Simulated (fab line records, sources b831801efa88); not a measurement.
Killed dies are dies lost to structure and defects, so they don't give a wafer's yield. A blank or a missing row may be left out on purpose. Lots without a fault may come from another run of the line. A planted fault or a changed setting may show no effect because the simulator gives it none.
fab line records | flow sky130 | part 1 of 2: steps 1 to 28 of 38
record lots=5 wafers=15 last_day=49
route steps=708 shown VT_ADJUST_HVTR@141 VT_ADJUST_PCH@143 SONOS_TUNNEL@154 SONOS_ONO@168
lots that met no fault: from a run of the same line without faults
start_h: hours from the record's first day to the start of the lot's first wafer shown | wait_h: hours since the lot's step before | " the same as in the row above | L1.1+2: a row that stands for several wafers | - no value, or no start given | * or withheld: withheld | < > ~ a bound
route shown NAME@n: a module of which the file shows steps, and the number in the route of the first | usual: mean/standard deviation of fault-free wafers | same: alike in all rows | chamber/n: place in a boat | sites: the reading at each site | _std_site: their standard deviation | _edge_site: outer sites' mean less inner sites' | radius_mm: how far each site lies from the wafer's centre | mask NAME#n: copy n | behind: the tool/chamber that last shaped the wafer | hold: why the lot was held/for how many hours/how that ended | device: the transistor (n, p or np) that didn't switch | end of line: the same wafers' tests at the end of the route | a step without rows: its recipe alone | killed: dies lost to structure and defects at the first sort, not the wafer's yield | map: a wafer's dies, x killed, . not, _ none there
set.NAME: the setting as run; set.NAME@STEP: as run at that earlier step | model.NAME: the simulator's own value behind a step, which no gauge read
lots at some steps of the route; a table a step, a row a wafer
services: from which hour (start_h, from the record's first day; less than 0 if before it) a tool's chamber was out of use, for how many hours, and why
## steps
# step SKY_VT_ADJUST_HVTR_STRIP_10
# recipe chemistry=O2/N2 power_w=1400 pressure_mtorr=1500 platen_temp_c=withheld o2_flow_sccm=3000 n2_flow_sccm=300 overash_fraction=0.5
# usual chamber_pressure_mTorr=1500.2/1.3 drypump_motor_current_A=5.67/0.28 oes_product_au=0.715/0.0051 strip_time_to_endpoint_s=14.19/0.036
# columns lot.wafer tool chamber start_h wait_h chamber_pressure_mTorr drypump_motor_current_A oes_product_au rf_hours_counter_h strip_time_to_endpoint_s
L074.4 plasma_asher-01 1 213.39 0.1 1499.5 5.82 0.714 - 14.20
L074.5 " 0 " " 1501.4 5.33 0.715 - 14.20
L074.6 " 1 " " 1502.4 5.85 0.718 - 14.22
L078.1 plasma_asher-04 0 223.51 0.1 1501.7 5.67 0.722 11 14.18
L078.3 " 1 " " 1498.8 5.86 0.720 - 14.20
L078.5 " 0 " " 1502.1 5.67 0.716 - 14.25
L079.3 plasma_asher-02 1 237.09 0.1 1500.1 5.36 0.712 - 14.22
L079.4 " 0 " " 1499.5 6.05 0.716 - 14.18
L079.5 " 1 " " 1498.6 5.33 0.718 - 14.16
L084.2 plasma_asher-04 0 286.81 0.1 1499.5 5.68 0.713 17 14.18
L084.4 " 0 " " 1499.6 5.67 0.717 - 14.16
L084.6 " 1 " " 1498.8 5.86 0.724 - 14.17
L089.1 plasma_asher-04 0 317.60 0.1 1499.0 5.69 0.712 20 14.17
L089.5 " 1 " " 1501.2 5.85 0.715 - 14.19
L089.6 " 0 " " 1499.5 5.69 0.714 - 14.18
# step SKY_VT_ADJUST_HVTR_TW_MEAS_11
# usual VT_ADJUST_HVTR_TW=210.9/1
# columns lot.wafer tool chamber start_h wait_h VT_ADJUST_HVTR_TW
L074.4 film_metro-04 - 213.49 0.1 210.1
L074.5 " - " " 209.9
L074.6 " - " " 209.7
L078.1 film_metro-03 - 223.61 0.1 211.0
L078.3 " - " " 211.3
L078.5 " - " " 210.2
L079.3 film_metro-04 - 237.18 0.1 210.4
L079.4 " - " " 210.8
L079.5 " - " " 210.4
L084.2 film_metro-04 - 286.92 0.1 211.2
L084.4 " - " " 211.9
L084.6 " - " " 211.6
L089.1 film_metro-03 - 317.70 0.1 211.8
L089.5 " - " " 210.8
L089.6 " - " " 211.4
# step SKY_VT_ADJUST_PCH_DEHYDRATE_00
# recipe temp_c=200 time_s=60
# usual chill_plate_temp_C=22.97/0.1
# columns lot.wafer tool chamber start_h wait_h chill_plate_temp_C
L074.4 litho_track-04 0 222.85 9.4 22.91
L074.5 " 0 " " 22.83
L074.6 " 0 " " 22.95
L078.1 litho_track-03 0 234.79 11.2 22.75
L078.3 " 0 " " 22.82
L078.5 " 0 " " 22.97
L079.3 litho_track-04 0 247.98 10.8 22.94
L079.4 " 0 " " 22.87
L079.5 " 0 " " 22.91
L084.2 litho_track-02 0 299.34 12.4 22.89
L084.4 " 0 " " 22.94
L084.6 " 0 " " 23.03
L089.1 litho_track-04 0 329.93 12.2 23.03
L089.5 " 0 " " 23.02
L089.6 " 0 " " 23.02
# step SKY_VT_ADJUST_PCH_HMDS_01
# recipe prime_time_s=60 prime_temp_c=120
# usual chill_plate_temp_C=22.98/0.12
# columns lot.wafer tool chamber start_h wait_h chill_plate_temp_C
L074.4 litho_track-04 0 223.00 0.1 22.91
L074.5 " 0 " " 23.18
L074.6 " 0 " " 23.10
L078.1 litho_track-03 0 234.94 0.1 23.02
L078.3 " 0 " " 22.81
L078.5 " 0 " " 22.70
L079.3 litho_track-04 0 248.13 0.1 22.75
L079.4 " 0 " " 22.89
L079.5 " 0 " " 22.89
L084.2 litho_track-02 0 299.49 0.1 22.89
L084.4 " 0 " " 22.91
L084.6 " 0 " " 23.07
L089.1 litho_track-04 0 330.08 0.1 23.04
L089.5 " 0 " " 23.22
L089.6 " 0 " " 23.01
# step SKY_VT_ADJUST_PCH_COAT_02
# recipe spin_rpm=2000 resist_thk_nm=3000
# usual chill_plate_temp_C=22.98/0.11
# columns lot.wafer tool chamber start_h wait_h chill_plate_temp_C
L074.4 litho_track-04 0 223.15 0.1 23.10
L074.5 " 0 " " 22.97
L074.6 " 0 " " 23.11
L078.1 litho_track-03 0 235.09 0.1 23.12
L078.3 " 0 " " 23.23
L078.5 " 0 " " 23.06
L079.3 litho_track-04 0 248.28 0.1 22.74
L079.4 " 0 " " 23.00
L079.5 " 0 " " 22.76
L084.2 litho_track-02 0 299.64 0.1 22.91
L084.4 " 0 " " 23.07
L084.6 " 0 " " 22.86
L089.1 litho_track-04 0 330.23 0.1 22.95
L089.5 " 0 " " 23.03
L089.6 " 0 " " 23.03
# step SKY_VT_ADJUST_PCH_SOFTBAKE_03
# recipe temp_c=110 time_s=withheld
# usual chill_plate_temp_C=22.99/0.11
# columns lot.wafer tool chamber start_h wait_h chill_plate_temp_C
L074.4 litho_track-04 0 223.33 0.1 23.05
L074.5 " 0 " " 23.01
L074.6 " 0 " " 23.12
L078.1 litho_track-03 0 235.24 0.1 22.87
L078.3 " 0 " " 22.90
L078.5 " 0 " " 23.15
L079.3 litho_track-04 0 248.44 0.1 23.01
L079.4 " 0 " " 22.79
L079.5 " 0 " " 22.86
L084.2 litho_track-02 0 299.80 0.1 22.90
L084.4 " 0 " " 22.94
L084.6 " 0 " " 22.82
L089.1 litho_track-04 0 330.38 0.1 22.92
L089.5 " 0 " " 22.88
L089.6 " 0 " " 23.01
# step SKY_VT_ADJUST_PCH_EXPOSE_04
# recipe mask_id=NWM na=0.6 source_shape=conventional sigma_outer=0.6 polarization=unpolarized target_cd_nm=840 dose_mj=255
# columns lot.wafer tool chamber start_h wait_h mask
L074.4+5+6 iline_stepper-02 0 - - NWM#0
L078.1+3+5 iline_stepper-02 0 - - NWM#0
L079.3+4+5 iline_stepper-01 0 - - NWM#0
L084.2+4+6 iline_stepper-02 0 - - NWM#0
L089.1+5+6 iline_stepper-02 0 - - NWM#0
# step SKY_VT_ADJUST_PCH_PEB_05
# recipe temp_c=115 time_s=withheld
# usual chill_plate_temp_C=23.01/0.093
# columns lot.wafer tool chamber start_h wait_h chill_plate_temp_C
L074.4 litho_track-02 0 - - 22.91
L074.5 " 0 " " 23.10
L074.6 " 0 " " 22.85
L078.1 litho_track-04 0 - - 22.80
L078.3 " 0 " " 23.01
L078.5 " 0 " " 22.87
L079.3 litho_track-02 0 - - 23.03
L079.4 " 0 " " 22.86
L079.5 " 0 " " 22.93
L084.2 litho_track-02 0 - - 22.98
L084.4 " 0 " " 22.96
L084.6 " 0 " " 22.94
L089.1 litho_track-03 0 - - 23.12
L089.5 " 0 " " 22.97
L089.6 " 0 " " 23.01
# step SKY_VT_ADJUST_PCH_DEVELOP_06
# recipe wall_angle_deg=90 developer=TMAH develop_time_s=60 dev_temp_c=23
# usual chill_plate_temp_C=23.03/0.099 developer_temp_C=22.99/0.12
# same develop_time_s=60
# columns lot.wafer tool chamber start_h wait_h chill_plate_temp_C developer_temp_C
L074.4 litho_track-02 0 - - 22.91 22.95
L074.5 " 0 " " 22.96 23.07
L074.6 " 0 " " 23.14 22.93
L078.1 litho_track-04 0 - - 23.01 23.06
L078.3 " 0 " " 23.19 23.23
L078.5 " 0 " " 23.20 23.15
L079.3 litho_track-02 0 - - 23.07 23.12
L079.4 " 0 " " 22.98 23.11
L079.5 " 0 " " 23.11 22.88
L084.2 litho_track-02 0 - - 23.10 22.90
L084.4 " 0 " " 23.22 23.20
L084.6 " 0 " " 23.16 23.09
L089.1 litho_track-03 0 - - 22.95 22.88
L089.5 " 0 " " 23.12 22.83
L089.6 " 0 " " 23.14 22.86
# step SKY_VT_ADJUST_PCH_OVL_MEAS_07
# usual VT_ADJUST_PCH_OVL=-1.0/1.3
# columns lot.wafer tool chamber start_h wait_h VT_ADJUST_PCH_OVL[nm]
L074.4 overlay-01 - 234.78 - -1.2
L074.5 " - " " 0.3
L074.6 " - " " 0.4
L078.1 overlay-02 - 246.98 - -1.6
L078.3 " - " " 1.0
L078.5 " - " " -1.9
L079.3 overlay-02 - 260.68 - -2.2
L079.4 " - " " -2.2
L079.5 " - " " -1.5
L084.2 overlay-01 - 312.22 - -0.1
L084.4 " - " " 0.0
L084.6 " - " " -3.0
L089.1 overlay-01 - 344.29 - -0.2
L089.5 " - " " -0.3
L089.6 " - " " 1.3
# step SKY_VT_ADJUST_PCH_IMPLANT_08
# recipe species=B energy_kev=10 dose_cm2=5e+11 tilt_deg=withheld
# columns lot.wafer tool chamber start_h wait_h
L074.4+5+6 implanter-01 0 234.88 0.1
L078.1+3+5 implanter-03 0 247.01 0.0
L079.3+4+5 implanter-03 0 260.75 0.1
L084.2+4+6 implanter-03 0 312.28 0.0
L089.1+5+6 implanter-04 0 344.33 0.0
# step SKY_VT_ADJUST_PCH_STRIP_09
# recipe chemistry=O2/N2 power_w=1400 pressure_mtorr=1500 platen_temp_c=withheld o2_flow_sccm=3000 n2_flow_sccm=300 overash_fraction=0.5
# usual chamber_pressure_mTorr=1500.1/1.3 drypump_motor_current_A=5.56/0.25 oes_product_au=0.722/0.0046 strip_time_to_endpoint_s=36.97/0.094
# columns lot.wafer tool chamber start_h wait_h chamber_pressure_mTorr drypump_motor_current_A oes_product_au rf_hours_counter_h strip_time_to_endpoint_s
L074.4 plasma_asher-04 1 234.99 0.1 1499.4 5.88 0.725 - 37.02
L074.5 " 1 " " 1501.1 5.88 0.718 - 37.06
L074.6 " 0 " " 1499.6 5.70 0.718 - 36.94
L078.1 plasma_asher-01 0 247.16 0.1 1499.1 5.33 0.725 57 36.98
L078.3 " 1 " " 1501.6 5.84 0.718 - 36.93
L078.5 " 0 " " 1500.7 5.37 0.728 - 36.95
L079.3 plasma_asher-04 0 260.88 0.1 1500.6 5.69 0.728 - 36.82
L079.4 " 1 " " 1500.8 5.88 0.719 - 36.90
L079.5 " 0 " " 1500.0 5.68 0.717 - 36.85
L084.2 plasma_asher-04 0 312.40 0.1 1501.4 5.68 0.726 19 37.05
L084.4 " 0 " " 1500.6 5.68 0.718 - 36.94
L084.6 " 0 " " 1500.7 5.68 0.722 - 37.07
L089.1 plasma_asher-01 0 344.48 0.1 1499.2 5.34 0.716 65 36.98
L089.5 " 0 " " 1500.9 5.35 0.725 - 36.97
L089.6 " 1 " " 1500.8 5.80 0.723 - 36.99
# step SKY_VT_ADJUST_PCH_TW_MEAS_10
# usual VT_ADJUST_PCH_TW=142.1/0.91
# columns lot.wafer tool chamber start_h wait_h VT_ADJUST_PCH_TW
L074.4 film_metro-04 - 235.11 0.1 142.7
L074.5 " - " " 142.5
L074.6 " - " " 142.8
L078.1 film_metro-04 - 247.26 0.1 142.3
L078.3 " - " " 143.1
L078.5 " - " " 143.3
L079.3 film_metro-02 - 260.97 0.1 142.2
L079.4 " - " " 142.0
L079.5 " - " " 142.4
L084.2 film_metro-04 - 312.51 0.1 141.4
L084.4 " - " " 141.8
L084.6 " - " " 141.8
L089.1 film_metro-04 - 344.58 0.1 142.0
L089.5 " - " " 142.4
L089.6 " - " " 142.7
# step SKY_SONOS_TUNNEL_DEHYDRATE_00
# recipe temp_c=200 time_s=60
# usual chill_plate_temp_C=23.00/0.12
# columns lot.wafer tool chamber start_h wait_h chill_plate_temp_C
L074.4 litho_track-01 0 245.78 10.7 22.82
L074.5 " 0 " " 22.93
L074.6 " 0 " " 22.94
L078.1 litho_track-04 0 259.18 11.9 23.16
L078.3 " 0 " " 23.01
L078.5 " 0 " " 23.16
L079.3 litho_track-02 0 271.82 10.8 23.05
L079.4 " 0 " " 22.94
L079.5 " 0 " " 23.15
L084.2 litho_track-02 0 325.34 12.8 23.08
L084.4 " 0 " " 23.29
L084.6 " 0 " " 23.26
L089.1 litho_track-04 0 357.73 13.1 22.90
L089.5 " 0 " " 22.91
L089.6 " 0 " " 22.93
# step SKY_SONOS_TUNNEL_HMDS_01
# recipe prime_time_s=60 prime_temp_c=120
# usual chill_plate_temp_C=22.96/0.099
# columns lot.wafer tool chamber start_h wait_h chill_plate_temp_C
L074.4 litho_track-01 0 245.93 0.1 22.85
L074.5 " 0 " " 22.87
L074.6 " 0 " " 22.90
L078.1 litho_track-04 0 259.33 0.1 22.89
L078.3 " 0 " " 22.95
L078.5 " 0 " " 22.84
L079.3 litho_track-02 0 271.97 0.1 22.92
L079.4 " 0 " " 23.01
L079.5 " 0 " " 23.04
L084.2 litho_track-02 0 325.49 0.1 22.91
L084.4 " 0 " " 22.85
L084.6 " 0 " " 22.98
L089.1 litho_track-04 0 357.88 0.1 22.92
L089.5 " 0 " " 22.95
L089.6 " 0 " " 22.90
# step SKY_SONOS_TUNNEL_COAT_02
# recipe resist=NOVOLAK spin_rpm=3000 resist_thk_nm=1140
# usual chill_plate_temp_C=22.98/0.11
# columns lot.wafer tool chamber start_h wait_h chill_plate_temp_C
L074.4 litho_track-01 0 246.08 0.1 22.98
L074.5 " 0 " " 23.18
L074.6 " 0 " " 23.11
L078.1 litho_track-04 0 259.48 0.1 22.84
L078.3 " 0 " " 22.83
L078.5 " 0 " " 22.96
L079.3 litho_track-02 0 272.12 0.1 22.94
L079.4 " 0 " " 22.89
L079.5 " 0 " " 22.88
L084.2 litho_track-02 0 325.64 0.1 22.91
L084.4 " 0 " " 22.90
L084.6 " 0 " " 22.84
L089.1 litho_track-04 0 358.03 0.1 22.95
L089.5 " 0 " " 22.91
L089.6 " 0 " " 23.26
# step SKY_SONOS_TUNNEL_SOFTBAKE_03
# recipe temp_c=90 time_s=60 resist=NOVOLAK
# usual chill_plate_temp_C=23.00/0.11
# columns lot.wafer tool chamber start_h wait_h chill_plate_temp_C
L074.4 litho_track-01 0 246.23 0.1 22.82
L074.5 " 0 " " 23.15
L074.6 " 0 " " 22.98
L078.1 litho_track-04 0 259.63 0.1 22.81
L078.3 " 0 " " 22.87
L078.5 " 0 " " 22.91
L079.3 litho_track-02 0 272.27 0.1 22.64
L079.4 " 0 " " 22.94
L079.5 " 0 " " 22.85
L084.2 litho_track-02 0 325.79 0.1 23.06
L084.4 " 0 " " 23.09
L084.6 " 0 " " 22.87
L089.1 litho_track-04 0 358.18 0.1 23.03
L089.5 " 0 " " 22.99
L089.6 " 0 " " 23.05
# step SKY_SONOS_TUNNEL_EXPOSE_04
# recipe mask_id=TUNM na=0.6 source_shape=conventional sigma_outer=0.6 polarization=unpolarized target_cd_nm=410 dose_mj=136
# columns lot.wafer tool chamber start_h wait_h mask
L074.4+5+6 iline_stepper-02 0 - - TUNM#0
L078.1+3+5 iline_stepper-01 0 - - TUNM#0
L079.3+4+5 iline_stepper-01 0 - - TUNM#0
L084.2+4+6 iline_stepper-02 0 - - TUNM#0
L089.1+5+6 iline_stepper-01 0 - - TUNM#0
# step SKY_SONOS_TUNNEL_PEB_05
# recipe temp_c=withheld time_s=* resist=NOVOLAK
# usual chill_plate_temp_C=*
# columns lot.wafer tool chamber start_h wait_h chill_plate_temp_C
L074.4 litho_track-04 0 - - *
L074.5 " 0 " " *
L074.6 " 0 " " *
L078.1 litho_track-02 0 - - *
L078.3 " 0 " " *
L078.5 " 0 " " *
L079.3 litho_track-01 0 - - *
L079.4 " 0 " " *
L079.5 " 0 " " *
L084.2 litho_track-02 0 - - *
L084.4 " 0 " " *
L084.6 " 0 " " *
L089.1 litho_track-02 0 - - *
L089.5 " 0 " " *
L089.6 " 0 " " *
# step SKY_SONOS_TUNNEL_DEVELOP_06
# recipe resist=NOVOLAK developer=TMAH develop_time_s=60 dev_temp_c=23
# usual chill_plate_temp_C=22.98/0.094 developer_temp_C=23.00/0.093
# same develop_time_s=60
# columns lot.wafer tool chamber start_h wait_h chill_plate_temp_C developer_temp_C
L074.4 litho_track-04 0 259.10 0.1 22.92 22.99
L074.5 " 0 " " 22.79 23.09
L074.6 " 0 " " 22.83 23.10
L078.1 litho_track-02 0 270.67 0.1 23.00 22.93
L078.3 " 0 " " 22.90 22.97
L078.5 " 0 " " 22.90 23.08
L079.3 litho_track-01 0 292.70 0.1 23.01 22.96
L079.4 " 0 " " 23.15 22.93
L079.5 " 0 " " 23.08 22.84
L084.2 litho_track-02 0 338.64 0.1 22.99 22.96
L084.4 " 0 " " 23.09 22.92
L084.6 " 0 " " 22.91 22.84
L089.1 litho_track-02 0 371.91 0.1 22.97 23.01
L089.5 " 0 " " 22.92 23.12
L089.6 " 0 " " 22.94 22.95
# step SKY_SONOS_TUNNEL_CD_MEAS_07
# recipe target_cd_nm=410
# usual cd_nm=409.6/2.1
# columns lot.wafer tool chamber start_h wait_h cd_nm
L074.4 cd_sem-02 - 259.24 0.1 412.2
L074.5 " - " " 410.4
L074.6 " - " " 411.4
L078.1 cd_sem-01 - 270.82 0.1 405.6
L078.3 " - " " 406.9
L078.5 " - " " 406.2
L079.3 cd_sem-01 - 292.84 0.1 408.8
L079.4 " - " " 409.3
L079.5 " - " " 409.9
L084.2 cd_sem-02 - 338.78 0.1 412.1
L084.4 " - " " 412.3
L084.6 " - " " 413.7
L089.1 cd_sem-02 - 372.06 0.1 409.7
L089.5 " - " " 407.8
L089.6 " - " " 409.7
# step SKY_SONOS_TUNNEL_OVL_MEAS_08
# usual SONOS_TUNNEL_OVL=-1.1/1.3
# columns lot.wafer tool chamber start_h wait_h SONOS_TUNNEL_OVL[nm]
L074.4 overlay-02 - 259.32 0.1 -0.2
L074.5 " - " " -2.5
L074.6 " - " " -1.3
L078.1 overlay-01 - 270.94 0.1 -1.8
L078.3 " - " " -1.6
L078.5 " - " " 0.3
L079.3 overlay-01 - 292.94 0.1 -2.1
L079.4 " - " " -1.3
L079.5 " - " " -2.6
L084.2 overlay-01 - 338.89 0.1 -1.9
L084.4 " - " " 0.7
L084.6 " - " " -2.6
L089.1 overlay-02 - 372.18 0.1 1.4
L089.5 " - " " 0.0
L089.6 " - " " 1.3
# step SKY_SONOS_TUNNEL_IMPLANT_09
# recipe species=B energy_kev=20 dose_cm2=1e+12 tilt_deg=withheld
# columns lot.wafer tool chamber start_h wait_h
L074.4+5+6 implanter-03 0 259.41 0.1
L078.1+3+5 implanter-01 0 270.97 0.0
L079.3+4+5 implanter-02 0 293.01 0.1
L084.2+4+6 implanter-02 0 338.95 0.0
L089.1+5+6 implanter-02 0 372.22 0.0
# step SKY_SONOS_TUNNEL_WET_ETCH_10
# recipe chemistry=dHF target_depth_nm=14 target=SiO2 dilution=100:1 temp_c=25 time_s=280
# columns lot.wafer tool chamber start_h wait_h
L074.4+5+6 wet_bench-04 1 259.48 0.1
L078.1+3+5 wet_bench-04 2 271.12 0.1
L079.3+4+5 wet_bench-02 0 293.11 0.1
L084.2+4+6 wet_bench-02 1 339.07 0.1
L089.1+5+6 wet_bench-04 3 372.37 0.1
# step SKY_SONOS_TUNNEL_STRIP_11
# recipe chemistry=SPM time_s=600 temp_c=130
# columns lot.wafer tool chamber start_h wait_h
L074.4+5+6 wet_bench-04 3 259.57 0.0
L078.1+3+5 wet_bench-02 2 271.21 0.0
L079.3+4+5 wet_bench-04 2 293.28 0.0
L084.2+4+6 wet_bench-01 1 339.24 0.0
L089.1+5+6 wet_bench-01 2 372.46 0.0
# step SKY_SONOS_TUNNEL_TW_MEAS_12
# usual SONOS_TUNNEL_TW=196.6/1.4
# columns lot.wafer tool chamber start_h wait_h SONOS_TUNNEL_TW
L074.4 film_metro-02 - 259.77 0.0 195.3
L074.5 " - " " 195.6
L074.6 " - " " 195.4
L078.1 film_metro-01 - 271.56 0.0 198.1
L078.3 " - " " 198.2
L078.5 " - " " 199.0
L079.3 film_metro-01 - 293.49 0.0 196.3
L079.4 " - " " 198.5
L079.5 " - " " 196.6
L084.2 film_metro-04 - 339.43 0.0 197.0
L084.4 " - " " 196.9
L084.6 " - " " 197.6
L089.1 film_metro-02 - 372.64 0.0 195.4
L089.5 " - " " 196.3
L089.6 " - " " 195.5
# step SKY_SONOS_TUNNEL_CLEAN_13
# recipe chemistry=dHF time_s=20 dilution=100:1 dry=ipa_marangoni
# columns lot.wafer tool chamber start_h wait_h
L074.4+5+6 wet_bench-01 3 259.80 0.0
L078.1+3+5 wet_bench-01 0 271.62 0.1
L079.3+4+5 wet_bench-04 1 293.53 0.0
L084.2+4+6 wet_bench-04 2 339.48 0.0
L089.1+5+6 wet_bench-04 2 372.70 0.1
# step SKY_SONOS_ONO_OXIDATION_00
# recipe temp_c=800 ambient=O2 idle_temp_c=700 ramp_up_c_per_min=10 ramp_down_c_per_min=3 stabilise_s=600 purge_s=300 target_thk_a=26 ox_time_s=1249
# same ox_time_s=1249
# columns lot.wafer tool chamber start_h wait_h
L074.4+5+6 furnace-01 0 259.87 0.1
L078.1+3+5 furnace-01 0 277.88 6.3
L079.3+4+5 furnace-02 0 293.89 0.3
L084.2+4+6 furnace-02 0 339.49 0.0
L089.1+5+6 furnace-01 0 374.06 1.3
